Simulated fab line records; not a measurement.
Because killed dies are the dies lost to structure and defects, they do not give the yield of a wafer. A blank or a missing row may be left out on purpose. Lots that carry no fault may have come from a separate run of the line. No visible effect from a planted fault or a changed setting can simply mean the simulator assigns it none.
fab line records ; flow sky130
[record] lots = 11; wafers = 33; lastDay = 50
route steps=708 shown FIELD_ISO@1 GATE_OXIDE@200 POLY_GATE@230 METAL1@449
lots with no fault: from the same line, run without faults
startH: the number of hours between the record's first day and the start of the first shown wafer of the lot ; waitH: time in hours since the lot's previous step ; " same as the row above ; L1.1+2: several wafers, shown together as one row ; - either no value or no given start ; * or withheld: withheld ; < > ~ a bound
route shown NAME@n: NAME is a module with steps in the file, n the number in the route of the first one ; usual: the fault-free wafers' mean and standard deviation ; same: alike in all rows ; chamber/n: place in a boat ; sites: per-site readings ; _std_site: standard deviation of those values ; _edge_site: outer sites' mean less inner sites' ; radiusMm: how far each site lies from the wafer's centre ; mask NAME#n: copy n ; behind: the last tool/chamber to shape the wafer ; hold: cause of the lot's hold/its duration in hours/its outcome ; device: whichever transistor did not switch (one of n, p or np) ; end of line: at the end of the route, the tests of the same wafers ; a step given without rows: its recipe and nothing more ; killed: dies lost to structure and defects at the first sort, not the wafer's yield ; map: shows each die of a wafer: x if killed, . if not, _ if none is there
set.NAME: the setting as run; set.NAME@STEP: as run at that earlier step ; model.NAME: the simulator's own value behind a step, which no gauge read
steps of the route over a sample of lots; a table a step, a row a wafer
services: when a tool's chamber went out of use (startH, in hours from the record's first day, below 0 if earlier), for how many hours, and the reason
[[steps]]
[step SKY_FIELD_ISO_BOW_MEAS_00]
[recipe] mode = bow
[usual] INCOMING_BOW = 0/5.9
lot.wafer;tool;chamber;startH;waitH;INCOMING_BOW[um]
L559.1;filmMetro-02;-;10.00;-;-6
L559.3;filmMetro-02;-;10.00;-;17
L559.5;filmMetro-02;-;10.00;-;-5
L560.2;filmMetro-01;-;15.02;-;-2
L560.3;filmMetro-01;-;15.02;-;4
L560.5;filmMetro-01;-;15.02;-;-2
L561.2;filmMetro-01;-;20.02;-;1
L561.3;filmMetro-01;-;20.02;-;6
L561.4;filmMetro-01;-;20.02;-;3
L564.3;filmMetro-04;-;35.04;-;-4
L564.4;filmMetro-04;-;35.04;-;-3
L564.6;filmMetro-04;-;35.04;-;-8
L565.1;filmMetro-04;-;40.00;-;-5
L565.2;filmMetro-04;-;40.00;-;4
L565.4;filmMetro-04;-;40.00;-;0
L566.2;filmMetro-04;-;45.02;-;7
L566.4;filmMetro-04;-;45.02;-;-3
L566.5;filmMetro-04;-;45.02;-;5
L567.2;filmMetro-04;-;50.02;-;6
L567.5;filmMetro-04;-;50.02;-;11
L567.6;filmMetro-04;-;50.02;-;1
L573.4;filmMetro-04;-;80.06;-;16
L573.5;filmMetro-04;-;80.06;-;7
L573.6;filmMetro-04;-;80.06;-;-12
L576.4;filmMetro-02;-;95.06;-;-3
L576.5;filmMetro-02;-;95.06;-;2
L576.6;filmMetro-02;-;95.06;-;3
L580.1;filmMetro-04;-;115.00;-;0
L580.4;filmMetro-04;-;115.00;-;-1
L580.6;filmMetro-04;-;115.00;-;3
L581.2;filmMetro-04;-;120.02;-;5
L581.3;filmMetro-04;-;120.02;-;-13
L581.6;filmMetro-04;-;120.02;-;-9
[step SKY_GATE_OXIDE_STRIP_13]
[recipe] chemistry = O2/N2; powerW = 1400; pressureMtorr = 1500; platenTempC = withheld; o2FlowSccm = 3000; n2FlowSccm = 300; overashFraction = 0.5
[usual] drypumpMotorCurrentA = 5.5/0.38; oesProductAu = 0.715/0.0049; stripTimeToEndpointS = 14.16/0.039
lot.wafer;tool;chamber;startH;waitH;drypumpMotorCurrentA;oesProductAu;rfHoursCounterH;stripTimeToEndpointS
L559.1;plasmaAsher-01;0;305.55;0.0;5.5;0.716;18;14.21
L559.3;plasmaAsher-01;0;305.55;0.0;5.5;0.719;-;14.20
L559.5;plasmaAsher-01;1;305.55;0.0;5.5;0.707;-;14.18
L560.2;plasmaAsher-03;0;313.23;0.0;6.0;0.720;63;14.23
L560.3;plasmaAsher-03;0;313.23;0.0;6.0;0.718;-;14.23
L560.5;plasmaAsher-03;1;313.23;0.0;5.6;0.715;-;14.26
L561.2;plasmaAsher-01;0;325.08;0.0;5.5;0.713;20;14.17
L561.3;plasmaAsher-01;0;325.08;0.0;5.5;0.714;-;14.22
L561.4;plasmaAsher-01;1;325.08;0.0;5.4;0.713;-;14.14
L564.3;plasmaAsher-03;1;349.17;0.0;5.6;0.711;-;14.17
L564.4;plasmaAsher-03;0;349.17;0.0;6.0;0.720;-;14.15
L564.6;plasmaAsher-03;0;349.17;0.0;6.0;0.711;-;14.09
L566.2;plasmaAsher-01;1;366.86;0.0;5.5;0.715;24;14.18
L566.4;plasmaAsher-01;1;366.86;0.0;5.5;0.716;-;14.16
L566.5;plasmaAsher-01;1;366.86;0.0;5.5;0.711;-;14.18
L565.1;plasmaAsher-01;1;367.74;0.0;5.5;0.714;24;14.18
L565.2;plasmaAsher-01;0;367.74;0.0;5.4;0.713;24;14.19
L565.4;plasmaAsher-01;1;367.74;0.0;5.5;0.713;-;14.19
L567.2;plasmaAsher-03;0;379.61;0.0;6.0;0.718;69;14.18
L567.5;plasmaAsher-03;1;379.61;0.0;5.6;0.716;-;14.17
L567.6;plasmaAsher-03;0;379.61;0.0;6.0;0.712;-;14.14
L573.4;plasmaAsher-03;1;421.22;0.0;5.5;0.722;-;14.20
L573.5;plasmaAsher-03;1;421.22;0.0;5.5;0.717;-;14.13
L573.6;plasmaAsher-03;0;421.22;0.0;6.0;0.720;-;14.19
L576.4;plasmaAsher-01;0;449.22;0.0;5.5;0.713;-;14.18
L576.5;plasmaAsher-01;1;449.22;0.0;5.5;0.714;-;14.12
L576.6;plasmaAsher-01;0;449.22;0.0;5.5;0.710;-;14.17
L580.1;plasmaAsher-01;0;486.23;0.0;5.4;0.713;36;14.14
L580.4;plasmaAsher-01;1;486.23;0.0;5.5;0.712;-;14.12
L580.6;plasmaAsher-01;0;486.23;0.0;5.4;0.716;-;14.15
L581.2;plasmaAsher-02;1;492.73;0.0;4.7;0.711;81;14.17
L581.3;plasmaAsher-02;1;492.73;0.0;4.7;0.711;-;14.23
L581.6;plasmaAsher-02;0;492.73;0.0;5.9;0.709;-;14.16
[step SKY_POLY_GATE_ETCH_16]
[recipe] stopOn = poly-Si; chemistry = CH3F/O2; target = Si3N4; sourceW = 400; biasW = 80; pressureMtorr = 25; ch3fFlowSccm = 40; O2_flow_sccm = 30; timeS = 147.5; targetDepthA = 750
[usual] ch3fFlowSccm = 39.98/0.13; drypumpMotorCurrentA = 5.5/0.36; oesProductAu = 0.640/0.0051; rfFwdPowerW = 398.4/1.4; throttleValvePct = 10.535/0.01
lot.wafer;tool;chamber;startH;waitH;ch3fFlowSccm;drypumpMotorCurrentA;oesProductAu;rfFwdPowerW;rfHoursCounterH;throttleValvePct
L559.1;rieDiel-03;2;369.64;0.0;39.79;6.0;0.644;399.2;40;10.544
L559.3;rieDiel-03;0;369.64;0.0;40.03;5.1;0.648;395.3;24;10.514
L559.5;rieDiel-03;1;369.64;0.0;39.96;5.6;0.644;399.5;-;10.538
L560.2;rieDiel-03;2;374.98;0.0;40.12;6.0;0.640;397.7;40;10.516
L560.3;rieDiel-03;1;374.98;0.0;40.16;5.6;0.636;398.7;17;10.540
L560.5;rieDiel-03;3;374.98;0.0;39.65;5.4;0.646;399.1;-;10.540
L561.2;rieDiel-03;3;387.34;0.0;40.11;5.4;0.641;398.9;4;10.540
L561.3;rieDiel-03;2;387.34;0.0;39.93;6.1;0.637;398.7;40;10.541
L561.4;rieDiel-03;0;387.34;0.0;40.01;5.1;0.637;397.0;24;10.554
L564.3;rieDiel-01;1;411.60;0.0;39.73;4.8;0.637;395.2;96;10.530
L564.4;rieDiel-01;0;411.60;0.0;39.81;5.7;0.639;399.4;5;10.546
L564.6;rieDiel-01;0;411.60;0.0;39.99;5.7;0.637;397.7;-;10.517
L565.1;rieDiel-03;0;439.48;0.0;39.93;5.0;0.643;396.5;25;10.562
L565.2;rieDiel-03;2;439.48;0.0;39.92;6.1;0.641;401.6;41;10.535
L565.4;rieDiel-03;3;439.48;0.0;39.97;5.4;0.637;398.1;5;10.529
L566.2;rieDiel-01;3;439.83;0.0;39.78;5.6;0.643;333.5;6;10.529
L566.4;rieDiel-01;1;439.83;0.0;40.28;4.9;0.644;336.5;97;10.532
L566.5;rieDiel-01;2;439.83;0.0;39.82;5.8;0.640;334.0;-;10.521
L567.2;rieDiel-01;2;446.03;0.0;39.83;5.9;0.642;335.6;6;10.548
L567.5;rieDiel-01;1;446.03;0.0;39.74;4.9;0.634;332.0;-;10.520
L567.6;rieDiel-01;0;446.03;0.0;40.09;5.6;0.638;334.2;-;10.545
L573.4;rieDiel-03;3;488.84;0.0;40.14;5.4;0.638;397.4;6;10.545
L573.5;rieDiel-03;0;488.84;0.0;39.90;5.0;0.646;397.0;-;10.519
L573.6;rieDiel-03;3;488.84;0.0;40.01;5.4;0.651;397.8;-;10.540
L576.4;rieDiel-02;2;515.10;0.0;40.11;5.7;0.650;398.0;55;10.534
L576.5;rieDiel-02;1;515.10;0.0;39.98;5.7;0.638;398.1;-;10.536
L576.6;rieDiel-02;0;515.10;0.0;40.07;6.1;0.634;400.1;-;10.529
L580.1;rieDiel-03;1;552.23;0.0;39.96;5.6;0.640;399.6;20;10.551
L580.4;rieDiel-03;2;552.23;0.0;39.89;6.1;0.643;397.3;43;10.530
L580.6;rieDiel-03;3;552.23;0.0;39.87;5.4;0.642;397.8;-;10.542
L581.2;rieDiel-01;3;559.35;0.0;39.76;5.6;0.637;397.5;8;10.533
L581.3;rieDiel-01;2;559.35;0.0;40.05;5.9;0.640;400.6;9;10.531
L581.6;rieDiel-01;1;559.35;0.0;40.03;4.8;0.640;396.0;-;10.524
[step SKY_POLY_GATE_STRIP_18]
[recipe] chemistry = O2/N2; powerW = 1400; pressureMtorr = 1500; platenTempC = withheld; o2FlowSccm = 3000; n2FlowSccm = 300; overashFraction = 0.5
[usual] drypumpMotorCurrentA = 5.4/0.46; oesProductAu = 0.358/0.0047; stripTimeToEndpointS = 3.10/0.031
lot.wafer;tool;chamber;startH;waitH;drypumpMotorCurrentA;oesProductAu;rfHoursCounterH;stripTimeToEndpointS
L559.1;plasmaAsher-04;0;369.79;0.0;5.6;0.361;55;3.14
L559.3;plasmaAsher-04;0;369.79;0.0;5.7;0.365;-;3.18
L559.5;plasmaAsher-04;1;369.79;0.0;5.0;0.358;-;3.14
L560.2;plasmaAsher-04;0;375.14;0.0;5.6;0.357;56;3.11
L560.3;plasmaAsher-04;1;375.14;0.0;5.0;0.365;-;3.11
L560.5;plasmaAsher-04;0;375.14;0.0;5.6;0.352;-;3.09
L561.2;plasmaAsher-02;0;387.49;0.0;5.9;0.358;70;3.13
L561.3;plasmaAsher-02;0;387.49;0.0;5.8;0.363;-;3.14
L561.4;plasmaAsher-02;1;387.49;0.0;4.7;0.369;-;3.16
L564.3;plasmaAsher-04;0;411.79;0.1;5.7;0.360;-;3.12
L564.4;plasmaAsher-04;1;411.79;0.1;5.0;0.357;-;3.10
L564.6;plasmaAsher-04;0;411.79;0.1;5.7;0.360;-;3.12
L565.1;plasmaAsher-02;1;439.64;0.0;4.7;0.356;75;3.09
L565.2;plasmaAsher-02;0;439.64;0.0;5.8;0.354;75;3.08
L565.4;plasmaAsher-02;1;439.64;0.0;4.6;0.349;-;3.13
L566.2;plasmaAsher-04;1;439.99;0.0;5.0;0.366;63;3.19
L566.4;plasmaAsher-04;1;439.99;0.0;5.1;0.356;-;3.17
L566.5;plasmaAsher-04;1;439.99;0.0;5.0;0.363;-;3.16
L567.2;plasmaAsher-02;1;446.19;0.0;4.7;0.353;76;3.20
L567.5;plasmaAsher-02;0;446.19;0.0;5.9;0.366;-;3.21
L567.6;plasmaAsher-02;1;446.19;0.0;4.7;0.365;-;3.18
L573.4;plasmaAsher-02;1;489.02;0.1;4.7;0.349;-;3.10
L573.5;plasmaAsher-02;1;489.02;0.1;4.7;0.354;-;3.10
L573.6;plasmaAsher-02;0;489.02;0.1;5.8;0.362;-;3.09
L576.4;plasmaAsher-03;1;515.29;0.1;5.5;0.357;-;3.15
L576.5;plasmaAsher-03;1;515.29;0.1;5.6;0.365;-;3.10
L576.6;plasmaAsher-03;0;515.29;0.1;6.0;0.354;-;3.11
L580.1;plasmaAsher-02;0;552.38;0.0;5.8;0.366;87;3.14
L580.4;plasmaAsher-02;1;552.38;0.0;4.7;0.361;-;3.11
L580.6;plasmaAsher-02;1;552.38;0.0;4.7;0.350;-;3.09
L581.2;plasmaAsher-03;1;559.51;0.0;5.6;0.354;11;3.08
L581.3;plasmaAsher-03;1;559.51;0.0;5.6;0.361;-;3.06
L581.6;plasmaAsher-03;1;559.51;0.0;5.5;0.353;-;3.10
[step SKY_METAL1_CD_MEAS_15]
[recipe] targetCdNm = 140
[usual] cdNm = 140.0/1.2
lot.wafer;tool;chamber;startH;waitH;cdNm
L559.1;cdSem-02;-;765.34;-;140.8
L559.3;cdSem-02;-;765.34;-;140.1
L559.5;cdSem-02;-;765.34;-;140.9
L560.2;cdSem-02;-;769.22;-;139.7
L560.3;cdSem-02;-;769.22;-;139.1
L560.5;cdSem-02;-;769.22;-;139.4
L561.2;cdSem-02;-;776.51;-;141.1
L561.3;cdSem-02;-;776.51;-;140.3
L561.4;cdSem-02;-;776.51;-;141.4
L564.3;cdSem-02;-;799.59;-;138.6
L564.4;cdSem-02;-;799.59;-;139.4
L564.6;cdSem-02;-;799.59;-;140.2
L565.1;cdSem-02;-;834.64;-;139.3
L565.2;cdSem-02;-;834.64;-;138.6
L565.4;cdSem-02;-;834.64;-;140.6
L566.2;cdSem-01;-;835.52;-;140.2
L566.4;cdSem-01;-;835.52;-;141.4
L566.5;cdSem-01;-;835.52;-;140.4
L567.2;cdSem-02;-;835.96;-;140.2
L567.5;cdSem-02;-;835.96;-;139.0
L567.6;cdSem-02;-;835.96;-;138.6
L573.4;cdSem-02;-;867.05;-;139.5
L573.5;cdSem-02;-;867.05;-;137.1
L573.6;cdSem-02;-;867.05;-;138.1
L576.4;cdSem-01;-;886.61;-;140.1
L576.5;cdSem-01;-;886.61;-;140.9
L576.6;cdSem-01;-;886.61;-;141.3
L580.1;cdSem-01;-;916.74;-;140.8
L580.4;cdSem-01;-;916.74;-;140.4
L580.6;cdSem-01;-;916.74;-;139.7
L581.2;cdSem-02;-;924.11;-;139.5
L581.3;cdSem-02;-;924.11;-;139.6
L581.6;cdSem-02;-;924.11;-;139.6
[[services]]
tool;chamber;startH;hours;kind
plasmaAsher-02;-;303.53;2.1;repair
plasmaAsher-03;-;304.21;1.6;repair
rieDiel-01;0;320.94;2.6;repair
rieDiel-03;-;328.02;0.5;repair
rieDiel-02;0;358.27;10.7;repair
rieDiel-01;-;396.19;1.0;repair
rieDiel-02;2;402.68;3.6;repair
rieDiel-03;-;402.86;0.9;repair
plasmaAsher-03;-;421.28;9.0;pm
plasmaAsher-02;-;442.47;2.1;repair
plasmaAsher-02;-;452.42;1.6;repair
plasmaAsher-04;-;471.13;0.5;repair
rieDiel-01;2;472.39;10.8;repair
plasmaAsher-03;-;473.48;14.6;pm
rieDiel-01;0;484.43;6.8;repair
rieDiel-01;3;487.15;14.9;repair
plasmaAsher-01;-;487.77;3.3;repair
plasmaAsher-03;-;488.21;2.8;repair
rieDiel-01;0;493.83;9.9;repair
rieDiel-02;3;503.11;4.9;repair
rieDiel-02;2;518.10;6.9;repair
rieDiel-03;3;528.59;7.3;repair
rieDiel-01;-;541.82;2.8;pm
plasmaAsher-01;-;547.51;7.4;repair
[[key]]
[firstSign] step = SKY_POLY_GATE_ETCH_16; reading = rfFwdPowerW; direction = down; sigmas = 46; usual = 398.4; struck = 334.3
[effect] step = SKY_POLY_GATE_STRIP_18; reading = stripTimeToEndpointS; direction = up; sigmas = 2.7; usual = *; struck = *
metAt SKY_POLY_GATE_ETCH_16
struckLots L566,L567
testerLeftOut L566,L567
notActingAt SKY_FIELD_ISO_BOW_MEAS_00,SKY_GATE_OXIDE_STRIP_13,SKY_METAL1_CD_MEAS_15
onsetBetween 411.60 439.83
[fault] kind = processParameterDrift; tool = rieDiel-01; chamber = -; onsetH = 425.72; steps = SKY_POLY_GATE_ETCH_16; channel = sourceW; offset = -64; shape = step; endH = 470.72; actsIn = theseRecipesOnly; stated = 400
// testerLeftOut: of these lots the tester's yield and bins aren't shown, on N5 and GAA mostly nor the transistor test; their killed dies are dies lost to structure and defects alone, not to doping, threshold or leakage, so they don't give the yield
